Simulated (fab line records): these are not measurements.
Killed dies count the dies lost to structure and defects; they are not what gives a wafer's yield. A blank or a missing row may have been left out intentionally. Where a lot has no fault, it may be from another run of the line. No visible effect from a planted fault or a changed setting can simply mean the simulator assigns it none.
A struck lot beside a sound one | flow sky130 | 16 steps out of a route of 708
Sound: the wafers L276.2, L276.3, L276.4. Wafers L268.2, L268.4, L268.5 were the ones struck. The cause comes at the end.
Order at every step that has rows: each side's tool, ch and its chambers, its first start. Under that, the readings that differ: sound wafers | struck wafers | difference of the means | sigmas: that difference in standard deviations of wafers without a fault.
alike: a reading whose means differ by less than 2 such deviations, as well as words and numbers matching on both sides. not compared: withheld readings; readings where some wafer has no value; bounds like >300 that might hide an equal value; numbers whose values overlap and for which the record gives no deviation.
Wherever a step has rows on one side only, a row that says differs or no value, or a row with sigmas, the two part there. When numbers do not overlap yet have no deviation, they are printed without sigmas and do not part them. A reading missing from all wafers of one side parts the sides only when that side holds two or more wafers.

SKY_SPACER_THK_MEAS_01:
  sound on filmMetro-03, day 28 00:50; struck on filmMetro-04, day 24 22:31
  alike: SPACER_CVD_00_THK
SKY_SPACER_ETCHBACK_02: etches Si3N4 in CH3F/O2, stops on SiO2, time 46.7 s, target depth 45 nm.
  sound on rieDiel-02 ch 0,2,3, day 28 00:53; struck on rieDiel-01 ch 2,3, day 24 22:34
  alike: drypumpMotorCurrentA, oesProductAu, throttleValvePct
  not compared: rfHoursCounterH
then, 8 steps without rows for these wafers: SKY_POLY_CUT_DEHYDRATE_00 (time 60 s); SKY_POLY_CUT_HMDS_01 (prime time 60 s); SKY_POLY_CUT_COAT_02 (resist thk 60 nm); SKY_POLY_CUT_COAT_03 (resist thk 450 nm); SKY_POLY_CUT_SOFTBAKE_04 (time 90 s); SKY_POLY_CUT_EXPOSE_05 (exposes mask NPCM, target cd 270 nm); SKY_POLY_CUT_PEB_06; SKY_POLY_CUT_DEVELOP_07 (develop time 60 s).
SKY_POLY_CUT_CD_MEAS_08 targets a cd of 270 nm.
  sound on cdSem-02, day 29 04:52; struck on cdSem-01, day 26 03:37
  alike: cdNm
SKY_POLY_CUT_OVL_MEAS_09:
  sound on overlay-01, day 29 04:58; struck on overlay-01, day 26 03:44
  alike: POLY_CUT_OVL
SKY_POLY_CUT_ETCH_10: etches BARC in N2/H2, stops on SiO2, time 45.9 s, target depth 60 nm.
  sound on rieDiel-01 ch 0,1,2, day 29 05:00; struck on rieDiel-02 ch 1,2,3, day 26 03:46
  no value came back on the struck wafers for any of 6 readings (biasW (W), chamberPressureMTorr (mTorr) and others); on the sound wafers biasW (W) reads 100.0 100.0 99.8
reading                                        | sound             | struck            | difference | sigmas
model.KrF-thick_of_POLY_CUT_COAT_03.thkNm (nm) | 410.3 408.6 409.4 | 433.7 434.3 433.7 | +24.5      | 
SKY_POLY_CUT_ETCH_11: etches Si3N4 in CF4/CH2F2/Ar, stops on poly-Si, time 42.5 s, target depth 60 nm.
  sound on rieDiel-01 ch 0,1,2, day 29 05:02; struck on rieDiel-02 ch 1,2,3, day 26 03:48
reading              | sound                | struck               | difference | sigmas
oesProductAu (a.u.)  | 0.831 0.827 0.823    | 0.380 0.371 0.378    | -0.451     | -73
throttleValvePct (%) | 14.998 14.986 14.999 | 14.952 14.936 14.961 | -0.045     | -5
  alike: biasW, cf4FlowSccm, ch2f2FlowSccm, drypumpMotorCurrentA
  not compared: rfHoursCounterH
SKY_POLY_CUT_STRIP_12: strips in O2/N2.
  sound on plasmaAsher-03 ch 0,1, day 29 05:05; struck on plasmaAsher-03 ch 0,1, day 26 03:50
reading                  | sound             | struck            | difference | sigmas
oesProductAu (a.u.)      | 0.456 0.453 0.447 | 0.461 0.468 0.465 | +0.013     | +3
stripTimeToEndpointS (s) | 5.381 5.375 5.362 | 5.593 5.606 5.611 | +0.231     | +14
  alike: drypumpMotorCurrentA
  not compared: rfHoursCounterH
-- a jump in the record: the struck wafers' starts before and after are 21 days apart (it breaks off in module POLY_CUT and resumes in module PAD_OPEN, where the first step shown is number 708 of the route) --
SKY_PAD_OPEN_PROBE_99:
  sound on prober-01, day 49 06:53; struck on prober-01, day 47 04:42
reading          | sound    | struck      | difference | sigmas
killedAtFrontEnd | 15 12 16 | 419 419 421 | +405       | +97
killedDies       | 82 78 85 | 492 492 492 | +410       | +44
killedOnRim      | 14 18 17 | 96 96 96    | +80        | +20
  alike: killed_at_M0_to_M3, killed_at_M4_up, killedAtContacts, killedAtOther, killedOpen, killedShort

## WHERE THEY PART
At SKY_POLY_CUT_ETCH_10 first; at SKY_PAD_OPEN_PROBE_99 last (within this record only).

WHY: what the simulator had put in
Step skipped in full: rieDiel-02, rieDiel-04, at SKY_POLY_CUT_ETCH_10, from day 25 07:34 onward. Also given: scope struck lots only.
